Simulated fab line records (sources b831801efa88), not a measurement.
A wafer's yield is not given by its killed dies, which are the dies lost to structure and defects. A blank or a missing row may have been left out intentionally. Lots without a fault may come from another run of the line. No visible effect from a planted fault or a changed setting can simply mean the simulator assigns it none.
One fault seen from 2 desks :: flow gf180mcu :: each desk has only its own numbers; what lay behind them comes last

== FROM THE METROLOGY DESK ==
What the gauges read for every lot (on any tool): the sampled wafers with a number, averaged. If a lot's mean is further than 4 standard deviations from the usual mean, the lot is out of limits and carries the mark OUT (the distance appears in the brackets).
Columns: A = V1_W_THK at GF_V1_THK_MEAS_25, usual 352 nm; B = cd nm at GF_M2_CD_MEAS_14, usual 279.5 nm
lot: L934
first seen here: day 18 02:40
A: 351
B: 278.6

lot: L936
first seen here: day 18 21:27
A: 349
B: 280.6

lot: L938
first seen here: day 19 22:55
A: 356
B: 278.8

lot: L941
first seen here: day 21 03:42
A: 352
B: 277.7

lot: L942
first seen here: day 21 06:19
A: 352
B: 280.1

lot: L943
first seen here: day 21 12:04
A: 349
B: 280.2

lot: L945
first seen here: day 22 09:52
A: 349
B: 278.6

lot: L946
first seen here: day 22 16:08
A: 347
B: 286.4 (+6.2) OUT

lot: L948
first seen here: day 23 06:38
A: 354
B: 284.3 (+4.4) OUT

lot: L955
first seen here: day 25 19:04
A: 342
B: 278.8

lot: L956
first seen here: day 26 01:26
A: 350
B: 278.7

lot: L957
first seen here: day 26 10:11
A: 354
B: 280.0
This desk finds L946, L948 out of limits, L946 being first, at day 23 15:50 (cd nm at GF_M2_CD_MEAS_14). L934, L936, L938, L941, L942, L943, L945, L955, L956, L957 stayed within limits.

== FOR THE TOOL OWNER'S DESK: litho track-02 ==
The tool's own readings at GF_M2_PEB_12 (peb time 90 s): means of the sampled wafers that have a number, for each lot that ran on this tool. If a lot's mean is further than 4 standard deviations from the usual mean, the lot is out of limits and carries the mark OUT (the distance appears in the brackets).
Columns: A = chill plate temp C at GF_M2_PEB_12, usual 23.00 C; B = heater power total W at GF_M2_PEB_12, usual 85.69 W; C = plate temp C at GF_M2_PEB_12, usual 135.02 C
lot: L936
first seen here: day 19 22:21
A: 22.97
B: 85.67
C: 135.01

lot: L942
first seen here: day 22 05:58
A: 22.90
B: 85.72
C: 135.08

lot: L943
first seen here: day 22 11:11
A: 23.10
B: 85.67
C: 135.05

lot: L946
first seen here: day 23 15:29
A: 23.06
B: 83.86 (-22) OUT
C: 132.81 (-15) OUT

lot: L948
first seen here: day 24 05:41
A: 22.95
B: 83.74 (-23) OUT
C: 132.73 (-15) OUT

lot: L957
first seen here: day 27 07:14
A: 23.04
B: 85.72
C: 134.98
This desk finds L946, L948 out of limits, L946 being first, at day 23 15:29 (heater power total W at GF_M2_PEB_12). L936, L942, L943, L957 stayed within limits.

== ALL TOGETHER ==
An alarm could have come from the tool owner's desk at day 23 15:29, on L946, L948.
L946, L948 would have let the metrology desk raise an alarm at day 23 15:50.
The lots listed all ran GF_M2_PEB_12 on litho track-02.

== WHAT THE SIMULATOR HAD PUT IN ==
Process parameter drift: litho track-02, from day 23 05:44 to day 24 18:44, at GF_M2_PEB_12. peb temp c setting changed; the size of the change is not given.
Struck lots among those shown: L946, L948.
Counting hours from when the fault started, the first reading out of limits came at 10 for the tool owner's desk and at 10 for the metrology desk.
